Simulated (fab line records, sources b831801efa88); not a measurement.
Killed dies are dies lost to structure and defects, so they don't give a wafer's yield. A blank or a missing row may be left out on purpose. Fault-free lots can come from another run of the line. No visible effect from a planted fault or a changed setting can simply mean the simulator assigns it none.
2 desks, one fault -- flow sky130 -- only its own numbers are on each desk; what lay behind them is given at the end

== THE TOOL OWNER'S DESK: rie-diel-04 ==
The tool's own readings at SKY_LI_CONTACT_ETCH_15 (etches PSG in C4F8/O2/Ar, stops on Si, target depth 600 nm): means of the sampled wafers that have a number, for each lot that ran on this tool. A lot is out of limits, marked OUT, if its mean lies more than 4 standard deviations from the usual mean; the brackets give that distance.
Columns: A = bias-w at SKY_LI_CONTACT_ETCH_15, usual 1200 W; B = chamber-pressure-mTorr at SKY_LI_CONTACT_ETCH_15, usual 40.00 mTorr; C = oes-product-au at SKY_LI_CONTACT_ETCH_15, usual 0.837 a.u.; D = rf-fwd-power-W at SKY_LI_CONTACT_ETCH_15, usual 1493 W
lot,first seen here,A,B,C,D
L785,day 32 04:01,1198,40.01,0.840,1495
L793,day 34 18:10,1201,40.02,0.839,1497
L797,day 36 05:32,1201,39.97,0.838,1498
This desk's finding: nothing out of limits on any of the 3 lots.

== FROM THE METROLOGY DESK ==
What the gauges read for every lot (on any tool): the sampled wafers with a number, averaged. A lot is out of limits, marked OUT, if its mean lies more than 4 standard deviations from the usual mean; the brackets give that distance.
Columns: A = LI_CONTACT_HDPCVD_THK at SKY_LI_CONTACT_THK_MEAS_01, usual 930 nm; B = LOCAL_INTERCONNECT_TIN_THK at SKY_LOCAL_INTERCONNECT_THK_MEAS_02, usual 105.5 nm
lot,first seen here,A,B
L780,day 29 13:49,931,105.6
L782,day 30 13:05,934,-
L783,day 30 14:22,913,-
L785,day 31 00:48,931,105.1
L788,day 32 09:09,946,104.3
L790,day 33 07:16,923,105.2
L792,day 33 11:25,928,105.2
L793,day 33 14:49,923,105.4
L794,day 33 18:40,939,106.5
L797,day 35 02:20,923,105.2
L798,day 35 06:37,942,104.8
L799,day 35 07:19,928,105.7
This desk's finding: nothing out of limits on any of the 12 lots.

== TAKEN TOGETHER ==
The desk of the tool owner found nothing out of limits.
The metrology desk saw nothing out of limits.

== WHAT WAS PUT IN BY THE SIMULATOR ==
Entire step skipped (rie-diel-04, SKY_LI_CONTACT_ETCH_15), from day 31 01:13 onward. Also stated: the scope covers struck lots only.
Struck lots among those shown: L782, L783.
